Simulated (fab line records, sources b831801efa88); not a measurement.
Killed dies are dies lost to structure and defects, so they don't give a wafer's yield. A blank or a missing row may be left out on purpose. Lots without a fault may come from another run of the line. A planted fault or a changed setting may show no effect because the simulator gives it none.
fab line records | flow sky130
record lots=14 wafers=42 last_day=50
route steps=708 shown LOCAL_INTERCONNECT@397
lots that met no fault: from a run of the same line without faults
start_h: hours from the record's first day to the start of the lot's first wafer shown | wait_h: hours since the lot's step before | " the same as in the row above | L1.1+2: a row that stands for several wafers | - no value, or no start given | * or withheld: withheld | < > ~ a bound
route shown NAME@n: a module of which the file shows steps, and the number in the route of the first | usual: mean/standard deviation of fault-free wafers | same: alike in all rows | chamber/n: place in a boat | sites: the reading at each site | _std_site: their standard deviation | _edge_site: outer sites' mean less inner sites' | radius_mm: how far each site lies from the wafer's centre | mask NAME#n: copy n | behind: the tool/chamber that last shaped the wafer | hold: why the lot was held/for how many hours/how that ended | device: the transistor (n, p or np) that didn't switch | end of line: the same wafers' tests at the end of the route | a step without rows: its recipe alone | killed: dies lost to structure and defects at the first sort, not the wafer's yield | map: a wafer's dies, x killed, . not, _ none there
set.NAME: the setting as run; set.NAME@STEP: as run at that earlier step | model.NAME: the simulator's own value behind a step, which no gauge read
steps of the route over a sample of lots; a table a step, a row a wafer
## steps
# step SKY_LOCAL_INTERCONNECT_DEVELOP_10
# recipe develop_time_s=60 resist=KrF-thick dev_temp_c=21
# usual developer_temp_C=20.98/0.1
# columns lot.wafer tool chamber start_h wait_h developer_temp_C
L137.2 litho_track-04 0 700 - 21.12
L137.5 " 0 " " 21.13
L137.6 " 0 " " 20.95
L139.3 litho_track-01 0 714 - 21.07
L139.4 " 0 " " 21.01
L139.5 " 0 715 - 21.05
L138.1 litho_track-03 0 723 - 21.11
L138.2 " 0 " " 20.93
L138.5 " 0 " " 21.03
L140.1 litho_track-03 0 727 - 21.01
L140.5 " 0 " " 21.04
L140.6 " 0 " " 21.03
L141.1 litho_track-04 0 742 - 20.95
L141.4 " 0 " " 21.07
L141.6 " 0 " " 20.96
L142.1 litho_track-03 0 745 - 21.05
L142.2 " 0 " " 20.96
L142.3 " 0 " " 21.10
L144.1 litho_track-01 0 764 - 20.95
L144.4 " 0 " " 21.00
L144.5 " 0 " " 20.94
L147.1 litho_track-03 0 781 - 21.16
L147.2 " 0 " " 21.16
L147.6 " 0 " " 21.11
L148.2 litho_track-04 0 855 - 21.09
L148.3 " 0 " " 20.93
L148.4 " 0 " " 20.72
L156.1 litho_track-01 0 858 - 21.02
L156.3 " 0 " " 20.91
L156.6 " 0 " " 21.06
L155.1 litho_track-03 0 858 - 21.00
L155.2 " 0 " " 20.96
L155.4 " 0 " " 21.00
L154.2 litho_track-01 0 859 - 22.99
L154.5 " 0 " " 23.11
L154.6 " 0 " " 22.99
L157.2 litho_track-01 0 860 - 23.11
L157.3 " 0 " " 23.12
L157.4 " 0 " " 23.08
L158.1 litho_track-03 0 861 - 20.74
L158.3 " 0 " " 20.87
L158.6 " 0 " " 20.88
## key
first_sign step=SKY_LOCAL_INTERCONNECT_DEVELOP_10 reading=developer_temp_C direction=up sigmas=20 usual=* struck=*
effect none on later readings
met_at SKY_LOCAL_INTERCONNECT_DEVELOP_10
struck_lots L154,L157
tester_left_out L154,L157
onset_between 858 859
fault kind=process_parameter_drift tool=litho_track-01 chamber=- onset_h=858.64 steps=SKY_LOCAL_INTERCONNECT_DEVELOP_10 channel=dev_temp_c offset=* shape=step end_h=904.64 acts_in=* stated=*
# tester_left_out: of these lots the tester's yield and bins aren't shown, on N5 and GAA mostly nor the transistor test; their killed dies are dies lost to structure and defects alone, not to doping, threshold or leakage, so they don't give the yield
